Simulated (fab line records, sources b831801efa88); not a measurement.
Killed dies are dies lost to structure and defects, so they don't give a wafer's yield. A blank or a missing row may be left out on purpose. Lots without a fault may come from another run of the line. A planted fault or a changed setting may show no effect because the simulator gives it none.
Which tool did it? | flow sky130 | 11 lots, 33 wafers sampled, at 5 steps of a route of 708

WHAT THE GAUGES READ, wafer by wafer
SKY_POLY_GATE_THK_MEAS_01.
lot  | measured     | on            | POLY_GATE_CVD_00_THK (nm)
L696 | day 14 18:18 | film_metro-04 | 183.1 182.3 182.2
L699 | day 15 17:50 | film_metro-03 | 179.6 179.4 178.9
L700 | day 16 04:07 | film_metro-03 | 179.7 179.6 179.0
L701 | day 16 13:22 | film_metro-02 | 178.8 179.7 178.9
L705 | day 17 18:26 | film_metro-04 | 178.7 177.6 178.1
L708 | day 19 02:33 | film_metro-04 | 182.2 182.9 182.3
L709 | day 19 15:56 | film_metro-04 | 179.7 178.9 179.2
L712 | day 20 16:53 | film_metro-03 | 180.5 183.2 180.6
L715 | day 22 08:30 | film_metro-03 | 181.1 181.0 182.0
L716 | day 22 09:41 | film_metro-03 | 180.6 181.4 181.3
L717 | day 22 07:17 | film_metro-02 | 180.5 181.3 179.3

SKY_RES_PROTECT_TW_MEAS_08.
lot  | measured     | on            | POLY_GATE_TW
L696 | day 15 22:26 | film_metro-02 | 4057 4045 4042
L699 | day 16 22:44 | film_metro-03 | 4072 4053 4049
L700 | day 17 09:10 | film_metro-03 | 4037 4043 4030
L701 | day 17 18:05 | film_metro-03 | 4058 4057 4076
L705 | day 19 00:41 | film_metro-02 | 4068 4063 4094
L708 | day 20 09:29 | film_metro-01 | 3773 3765 3761
L709 | day 20 23:24 | film_metro-03 | 3774 3776 3796
L712 | day 22 00:01 | film_metro-02 | 4036 4068 4043
L715 | day 23 14:14 | film_metro-02 | 4100 4095 4109
L716 | day 23 15:25 | film_metro-02 | 4076 4063 4064
L717 | day 23 12:59 | film_metro-02 | 4071 4058 4084

WHICH TOOL RAN EACH LOT (tool, then ch and the chambers of the sampled wafers, then the start)
lot  | SKY_FIELD_ISO_ETCH_15             | SKY_POLY_GATE_IMPLANT_02        | SKY_RES_PROTECT_STRIP_07
L696 | rie_diel-01 ch 0,1,2, day 2 15:22 | implanter-01 ch 0, day 15 22:11 | plasma_asher-03 ch 0,1, day 15 22:20
L699 | rie_diel-04 ch 1,2,3, day 3 07:56 | implanter-02 ch 0, day 16 22:29 | plasma_asher-02 ch 0,1, day 16 22:38
L700 | rie_diel-03 ch 0,3, day 3 14:20   | implanter-02 ch 0, day 17 08:55 | plasma_asher-02 ch 0,1, day 17 09:04
L701 | rie_diel-04 ch 0,3, day 3 17:16   | implanter-01 ch 0, day 17 17:50 | plasma_asher-04 ch 0,1, day 17 17:59
L705 | rie_diel-04 ch 0,2, day 4 13:09   | implanter-01 ch 0, day 19 00:27 | plasma_asher-02 ch 0,1, day 19 00:35
L708 | rie_diel-03 ch 2,3, day 5 08:37   | implanter-01 ch 0, day 20 09:14 | plasma_asher-03 ch 1, day 20 09:23
L709 | rie_diel-04 ch 0,1, day 5 11:35   | implanter-01 ch 0, day 20 23:11 | plasma_asher-04 ch 0,1, day 20 23:19
L712 | rie_diel-01 ch 0,1,2, day 6 04:22 | implanter-04 ch 0, day 21 23:46 | plasma_asher-03 ch 0,1, day 21 23:55
L715 | rie_diel-03 ch 0,1, day 6 18:32   | implanter-01 ch 0, day 23 14:00 | plasma_asher-04 ch 0,1, day 23 14:08
L716 | rie_diel-03 ch 1,2,3, day 7 00:05 | implanter-02 ch 0, day 23 15:10 | plasma_asher-02 ch 0,1, day 23 15:19
L717 | rie_diel-01 ch 1,2, day 7 04:28   | implanter-02 ch 0, day 23 12:44 | plasma_asher-02 ch 0,1, day 23 12:53
- SKY_FIELD_ISO_ETCH_15: etches the open film in CHF3/O2, stops on Si, target depth 180 nm, time 72 s.
- SKY_POLY_GATE_IMPLANT_02
- SKY_RES_PROTECT_STRIP_07: strips in O2/N2.

WHAT THE TOOLS THEMSELVES READ (means of the sampled wafers that have a number; where no wafer has one, the mark that the record gives instead)
SKY_FIELD_ISO_ETCH_15.
lot  | tool        | chf3_flow_sccm (sccm) | drypump_motor_current_A (A) | oes_product_au (a.u.) | throttle_valve_pct (%)
L696 | rie_diel-01 | 50.00                 | 5.6                         | 0.947                 | 8.842
L699 | rie_diel-04 | 50.08                 | 5.9                         | 0.943                 | 8.839
L700 | rie_diel-03 | 49.97                 | 5.4                         | 0.936                 | 8.839
L701 | rie_diel-04 | 50.00                 | 5.7                         | 0.947                 | 8.853
L705 | rie_diel-04 | 50.20                 | 5.9                         | 0.936                 | 8.839
L708 | rie_diel-03 | 50.04                 | 5.9                         | 0.948                 | 8.838
L709 | rie_diel-04 | 49.97                 | 5.6                         | 0.945                 | 8.840
L712 | rie_diel-01 | 49.99                 | 5.6                         | 0.945                 | 8.843
L715 | rie_diel-03 | 49.81                 | 5.5                         | 0.942                 | 8.843
L716 | rie_diel-03 | 50.05                 | 5.5                         | 0.953                 | 8.835
L717 | rie_diel-01 | 49.98                 | 5.7                         | 0.940                 | 8.845

SKY_POLY_GATE_IMPLANT_02.
lot  | tool         | beam_on_s (s) | dose_ions_cm2 | tilt_deg (degrees)
L696 | implanter-01 | 37.8          | 7.709e+15     | -0.006
L699 | implanter-02 | 38.4          | 7.694e+15     | -0.022
L700 | implanter-02 | 38.1          | 7.710e+15     | -0.018
L701 | implanter-01 | 39.4          | 7.689e+15     | 0.002
L705 | implanter-01 | 39.2          | 7.698e+15     | -0.007
L708 | implanter-01 | 17.4          | 3.431e+15     | -0.007
L709 | implanter-01 | 17.4          | 3.427e+15     | 0.001
L712 | implanter-04 | 34.0          | 7.705e+15     | 0.006
L715 | implanter-01 | 39.4          | 7.703e+15     | 0.005
L716 | implanter-02 | 38.6          | 7.696e+15     | -0.010
L717 | implanter-02 | 38.0          | 7.696e+15     | 0.001

SKY_RES_PROTECT_STRIP_07.
lot  | tool            | drypump_motor_current_A (A) | oes_product_au (a.u.) | strip_time_to_endpoint_s (s)
L696 | plasma_asher-03 | 5.3                         | 0.519                 | 23.35
L699 | plasma_asher-02 | 5.4                         | 0.518                 | 23.29
L700 | plasma_asher-02 | 5.7                         | 0.517                 | 23.32
L701 | plasma_asher-04 | 6.2                         | 0.513                 | 23.28
L705 | plasma_asher-02 | 5.7                         | 0.518                 | 23.29
L708 | plasma_asher-03 | 5.2                         | 0.565                 | 20.14
L709 | plasma_asher-04 | 6.2                         | 0.561                 | 20.07
L712 | plasma_asher-03 | 5.3                         | 0.516                 | 23.36
L715 | plasma_asher-04 | 5.9                         | 0.519                 | 23.28
L716 | plasma_asher-02 | 5.3                         | 0.513                 | 23.24
L717 | plasma_asher-02 | 5.8                         | 0.511                 | 23.27

THE ANSWER, worked out from the rows above alone
Rule: what is usual is taken from the lots themselves. Put in order of their means at a reading, lots are off if they are a third of the lots or fewer, leave a main group of 4 or more, and stand apart from it by a gap of 3 or more times the standard deviation of the main group's means; of several such gaps the widest counts. A main group whose means are all the same, to the digits that the tables above print for the reading, isn't used. A lot without any number at a reading at which 4 lots or more have one is off too. The other lots that the step has rows for count as sound. The gauges are gone through in route order, then the tools' own readings, and for those a lot's mean is taken as printed above. The first step at which some lot is off is used, and at that step the reading that is off furthest; a lot without a number counts as furthest.
Off: L708, L709, at SKY_RES_PROTECT_TW_MEAS_08 (POLY_GATE_TW). The main group: mean 4063, standard deviation 18.
A tool fits if, at a process step before that reading, it ran every lot that is off, and no sound lot after the first of them. The gauges at SKY_RES_PROTECT_TW_MEAS_08 aren't tried: what is off there is off at SKY_POLY_GATE_IMPLANT_02 too, on other tools, and a gauge's error can't cause that. None of those tried fits.

WHAT THE SIMULATOR HAD PUT IN
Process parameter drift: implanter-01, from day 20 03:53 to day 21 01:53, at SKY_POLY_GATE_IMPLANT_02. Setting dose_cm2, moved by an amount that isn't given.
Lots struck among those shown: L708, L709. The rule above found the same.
